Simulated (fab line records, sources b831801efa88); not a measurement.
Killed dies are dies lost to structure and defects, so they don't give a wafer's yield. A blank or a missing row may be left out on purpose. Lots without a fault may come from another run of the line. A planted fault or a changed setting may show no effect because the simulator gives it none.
Which tool did it? | flow gf180mcu | 24 lots, 72 wafers sampled, at 5 steps of a route of 602

WHAT THE GAUGES READ, wafer by wafer
GF_V4_RS_MEAS_24: measures by four-point-probe.
lot  | measured     | on            | V4_W_RS (ohm/sq)
L074 | day 25 01:55 | film_metro-04 | 0.326 0.325 0.330
L075 | day 25 02:31 | film_metro-01 | 0.326 0.331 0.329
L076 | day 25 13:56 | film_metro-01 | 0.326 0.328 0.325
L077 | day 25 19:22 | film_metro-04 | 0.332 0.331 0.333
L078 | day 25 23:40 | film_metro-01 | 0.322 0.325 0.328
L079 | day 26 02:27 | film_metro-02 | 0.327 0.324 0.326
L080 | day 26 15:25 | film_metro-01 | 0.329 0.329 0.328
L081 | day 26 20:46 | film_metro-04 | 0.325 0.328 0.321
L082 | day 27 07:22 | film_metro-04 | 0.323 0.329 0.322
L083 | day 28 00:01 | film_metro-01 | 0.321 0.320 0.324
L084 | day 28 03:06 | film_metro-01 | 0.320 0.328 0.325
L085 | day 28 06:10 | film_metro-01 | 0.324 0.324 0.323
L086 | day 28 14:02 | film_metro-02 | 0.328 0.331 0.330
L087 | day 28 23:50 | film_metro-04 | 0.324 0.327 0.326
L088 | day 29 05:35 | film_metro-02 | 0.325 0.327 0.325
L089 | day 29 07:37 | film_metro-02 | 0.330 0.323 0.328
L090 | day 29 13:28 | film_metro-02 | 0.325 0.330 0.323
L091 | day 29 22:40 | film_metro-01 | 0.327 0.327 0.327
L092 | day 30 02:13 | film_metro-02 | 0.332 0.322 0.329
L093 | day 30 14:57 | film_metro-02 | 0.328 0.326 0.324
L094 | day 30 17:44 | film_metro-04 | 0.328 0.329 0.326
L095 | day 31 01:06 | film_metro-04 | 0.325 0.321 0.328
L096 | day 31 06:44 | film_metro-01 | 0.329 0.326 0.322
L097 | day 31 10:10 | film_metro-01 | 0.332 0.326 0.326

GF_V5_BOW_MEAS_05.
lot  | measured     | on            | V5_BOW (um)
L074 | day 26 21:59 | film_metro-03 | 131 126 135
L075 | day 26 23:02 | film_metro-03 | 126 130 131
L076 | day 27 09:55 | film_metro-03 | 139 141 151
L077 | day 27 14:39 | film_metro-03 | 130 134 143
L078 | day 27 18:55 | film_metro-03 | 139 139 141
L079 | day 27 21:56 | film_metro-03 | 138 134 137
L080 | day 28 10:13 | film_metro-01 | 134 123 131
L081 | day 28 16:01 | film_metro-02 | 125 127 131
L082 | day 29 02:46 | film_metro-01 | 132 117 121
L083 | day 29 17:35 | film_metro-02 | 138 139 132
L084 | day 29 21:11 | film_metro-01 | 142 128 143
L085 | day 30 00:26 | film_metro-01 | 131 142 134
L086 | day 30 07:11 | film_metro-03 | 122 130 122
L087 | day 30 17:01 | film_metro-03 | 131 135 136
L088 | day 30 21:19 | film_metro-01 | 136 128 131
L089 | day 30 23:17 | film_metro-03 | 142 145 139
L090 | day 31 05:31 | film_metro-01 | 144 145 148
L091 | day 31 14:00 | film_metro-01 | 142 133 140
L092 | day 31 17:09 | film_metro-01 | 150 143 141
L093 | day 32 04:19 | film_metro-02 | 133 134 129
L094 | day 32 07:35 | film_metro-02 | 136 127 126
L095 | day 32 14:32 | film_metro-01 | 146 136 144
L096 | day 32 19:25 | film_metro-03 | 137 138 155
L097 | day 32 23:00 | film_metro-01 | 141 144 139

WHICH TOOL RAN EACH LOT (tool, then ch and the chambers of the sampled wafers, then the start)
lot  | GF_MIM_SPUTTER_04            | GF_M5_METAL_ETCH_10               | GF_V5_CVD_02
L074 | pvd_sputter-03, day 25 02:32 | rie_metal-04 ch 0,1, day 26 20:46 | pecvd-01 ch 0,1,2, day 26 21:29
L075 | pvd_sputter-03, day 25 03:11 | rie_metal-02 ch 0,1, day 26 21:40 | pecvd-04 ch 0,1, day 26 22:34
L076 | pvd_sputter-01, day 25 14:37 | rie_metal-02 ch 0,1, day 27 08:36 | pecvd-04 ch 1,2, day 27 09:23
L077 | pvd_sputter-03, day 25 20:06 | rie_metal-04 ch 0,1, day 27 13:21 | pecvd-01 ch 0,2, day 27 14:10
L078 | pvd_sputter-01, day 26 00:20 | rie_metal-04 ch 0,1, day 27 17:32 | pecvd-01 ch 0,1,2, day 27 18:20
L079 | pvd_sputter-03, day 26 03:04 | rie_metal-02 ch 0,1, day 27 20:40 | pecvd-02 ch 0,1, day 27 21:25
L080 | pvd_sputter-01, day 26 16:04 | rie_metal-04 ch 0,1, day 28 08:59 | pecvd-01 ch 1,2, day 28 09:45
L081 | pvd_sputter-03, day 26 21:25 | rie_metal-01 ch 0,1, day 28 14:42 | pecvd-02 ch 0,2, day 28 15:28
L082 | pvd_sputter-03, day 27 07:59 | rie_metal-04 ch 0,1, day 29 01:29 | pecvd-02 ch 0,1, day 29 02:15
L083 | pvd_sputter-01, day 28 00:40 | rie_metal-01 ch 0,1, day 29 16:16 | pecvd-04 ch 1,2, day 29 17:04
L084 | pvd_sputter-01, day 28 03:44 | rie_metal-04 ch 0,1, day 29 19:55 | pecvd-02 ch 0,2, day 29 20:41
L085 | pvd_sputter-03, day 28 06:49 | rie_metal-01 ch 0,1, day 29 22:59 | pecvd-04 ch 1,2, day 29 23:53
L086 | pvd_sputter-02, day 28 14:41 | rie_metal-01 ch 0,1, day 30 05:37 | pecvd-04 ch 0,1, day 30 06:44
L087 | pvd_sputter-03, day 29 00:30 | rie_metal-02 ch 0,1, day 30 15:42 | pecvd-02 ch 0,1, day 30 16:33
L088 | pvd_sputter-02, day 29 06:13 | rie_metal-01 ch 0, day 30 20:00   | pecvd-01 ch 0,1,2, day 30 20:49
L089 | pvd_sputter-03, day 29 08:16 | rie_metal-02 ch 0,1, day 30 22:01 | pecvd-04 ch 0,2, day 30 22:47
L090 | pvd_sputter-01, day 29 14:08 | rie_metal-04 ch 0,1, day 31 04:17 | pecvd-01 ch 0,1,2, day 31 05:03
L091 | pvd_sputter-01, day 29 23:20 | rie_metal-01 ch 1, day 31 12:37   | pecvd-04 ch 0,1,2, day 31 13:32
L092 | pvd_sputter-02, day 30 02:53 | rie_metal-02 ch 0,1, day 31 15:54 | pecvd-02 ch 0,1, day 31 16:41
L093 | pvd_sputter-02, day 30 15:35 | rie_metal-02 ch 0,1, day 32 03:02 | pecvd-04 ch 1,2, day 32 03:48
L094 | pvd_sputter-02, day 30 18:24 | rie_metal-02 ch 0,1, day 32 06:21 | pecvd-01 ch 0,1, day 32 07:07
L095 | pvd_sputter-02, day 31 01:46 | rie_metal-02 ch 0,1, day 32 13:16 | pecvd-04 ch 0,2, day 32 14:04
L096 | pvd_sputter-03, day 31 07:22 | rie_metal-02 ch 0,1, day 32 18:09 | pecvd-04 ch 0,1, day 32 18:56
L097 | pvd_sputter-02, day 31 10:50 | rie_metal-01 ch 0,1, day 32 21:43 | pecvd-02 ch 0,1,2, day 32 22:32
- GF_MIM_SPUTTER_04: material TiN, target thk 50 nm, time 41.7 s.
- GF_M5_METAL_ETCH_10: etches the open film in Cl2/BCl3, stops on SiO2, target depth 750.8 nm, time 125.1 s.
- GF_V5_CVD_02: deposits SiO2 from TEOS, target thk 1450 nm, time 163.28 s.

WHAT THE TOOLS THEMSELVES READ (means of the sampled wafers that have a number; where no wafer has one, the mark that the record gives instead)
GF_MIM_SPUTTER_04.
lot  | tool           | cathode_dc_power_W (W) | throttle_valve_pct (%)
L074 | pvd_sputter-03 | 6501.1                 | 30.9
L075 | pvd_sputter-03 | 6500.3                 | 30.9
L076 | pvd_sputter-01 | 6500.7                 | 29.6
L077 | pvd_sputter-03 | 6500.4                 | 30.3
L078 | pvd_sputter-01 | 6500.2                 | 29.6
L079 | pvd_sputter-03 | 6499.8                 | 30.8
L080 | pvd_sputter-01 | 6500.0                 | 29.4
L081 | pvd_sputter-03 | 6499.9                 | 31.4
L082 | pvd_sputter-03 | 6500.9                 | 30.7
L083 | pvd_sputter-01 | 6499.9                 | 29.5
L084 | pvd_sputter-01 | 6500.2                 | 29.6
L085 | pvd_sputter-03 | 6500.7                 | 30.8
L086 | pvd_sputter-02 | 6500.1                 | 30.7
L087 | pvd_sputter-03 | 6500.4                 | 30.4
L088 | pvd_sputter-02 | 6500.7                 | 30.0
L089 | pvd_sputter-03 | 6500.6                 | 30.5
L090 | pvd_sputter-01 | 6500.1                 | 29.8
L091 | pvd_sputter-01 | 6499.7                 | 29.7
L092 | pvd_sputter-02 | 6499.3                 | 30.5
L093 | pvd_sputter-02 | 6498.8                 | 29.7
L094 | pvd_sputter-02 | 6500.8                 | 30.6
L095 | pvd_sputter-02 | 6500.7                 | 30.2
L096 | pvd_sputter-03 | 6500.5                 | 30.8
L097 | pvd_sputter-02 | 6500.0                 | 30.5

GF_M5_METAL_ETCH_10.
lot  | tool         | bcl3_flow_sccm (sccm) | drypump_motor_current_A (A) | oes_product_au (a.u.) | throttle_valve_pct (%)
L074 | rie_metal-04 | 40.08                 | 5.5                         | 0.993                 | 28.222
L075 | rie_metal-02 | 39.93                 | 6.6                         | 0.994                 | 28.224
L076 | rie_metal-02 | 39.91                 | 6.5                         | 0.992                 | 28.224
L077 | rie_metal-04 | 39.96                 | 5.5                         | 0.992                 | 28.229
L078 | rie_metal-04 | 39.99                 | 5.5                         | 0.989                 | 28.235
L079 | rie_metal-02 | 40.04                 | 6.5                         | 0.992                 | 28.234
L080 | rie_metal-04 | 39.89                 | 5.5                         | 0.990                 | 28.231
L081 | rie_metal-01 | 40.00                 | 6.0                         | 0.993                 | 28.220
L082 | rie_metal-04 | 40.14                 | 5.6                         | 0.989                 | 28.216
L083 | rie_metal-01 | 39.93                 | 6.0                         | 0.994                 | 28.226
L084 | rie_metal-04 | 40.10                 | 5.6                         | 0.989                 | 28.226
L085 | rie_metal-01 | 39.97                 | 5.7                         | 0.995                 | 28.231
L086 | rie_metal-01 | 39.95                 | 5.8                         | 0.994                 | 28.220
L087 | rie_metal-02 | 40.01                 | 6.5                         | 0.993                 | 28.235
L088 | rie_metal-01 | 40.04                 | 6.2                         | 0.995                 | 28.222
L089 | rie_metal-02 | 39.92                 | 6.5                         | 0.994                 | 28.223
L090 | rie_metal-04 | 39.92                 | 5.4                         | 0.988                 | 28.230
L091 | rie_metal-01 | 39.93                 | 5.6                         | 0.994                 | 28.223
L092 | rie_metal-02 | 39.96                 | 6.5                         | 0.996                 | 28.227
L093 | rie_metal-02 | 40.01                 | 6.5                         | 0.989                 | 28.226
L094 | rie_metal-02 | 39.95                 | 6.5                         | 0.996                 | 28.231
L095 | rie_metal-02 | 40.12                 | 6.6                         | 0.990                 | 28.227
L096 | rie_metal-02 | 40.10                 | 6.6                         | 0.991                 | 28.229
L097 | rie_metal-01 | 40.04                 | 6.0                         | 0.993                 | 28.231

GF_V5_CVD_02.
lot  | tool     | heater_power_w (W)
L074 | pecvd-01 | 721
L075 | pecvd-04 | 699
L076 | pecvd-04 | 680
L077 | pecvd-01 | 771
L078 | pecvd-01 | 771
L079 | pecvd-02 | 551
L080 | pecvd-01 | 773
L081 | pecvd-02 | 571
L082 | pecvd-02 | 640
L083 | pecvd-04 | 621
L084 | pecvd-02 | 555
L085 | pecvd-04 | 629
L086 | pecvd-04 | 683
L087 | pecvd-02 | 609
L088 | pecvd-01 | 732
L089 | pecvd-04 | 656
L090 | pecvd-01 | 798
L091 | pecvd-04 | 655
L092 | pecvd-02 | 551
L093 | pecvd-04 | 651
L094 | pecvd-01 | 734
L095 | pecvd-04 | 640
L096 | pecvd-04 | 723
L097 | pecvd-02 | 607

THE ANSWER, worked out from the rows above alone
Rule: what is usual is taken from the lots themselves. Put in order of their means at a reading, lots are off if they are a third of the lots or fewer, leave a main group of 4 or more, and stand apart from it by a gap of 3 or more times the standard deviation of the main group's means; of several such gaps the widest counts. A main group whose means are all the same, to the digits that the tables above print for the reading, isn't used. A lot without any number at a reading at which 4 lots or more have one is off too. The other lots that the step has rows for count as sound. The gauges are gone through in route order, then the tools' own readings, and for those a lot's mean is taken as printed above. The first step at which some lot is off is used, and at that step the reading that is off furthest; a lot without a number counts as furthest.
No lot is off at any reading shown: from this, nothing can be told.

WHAT THE SIMULATOR HAD PUT IN
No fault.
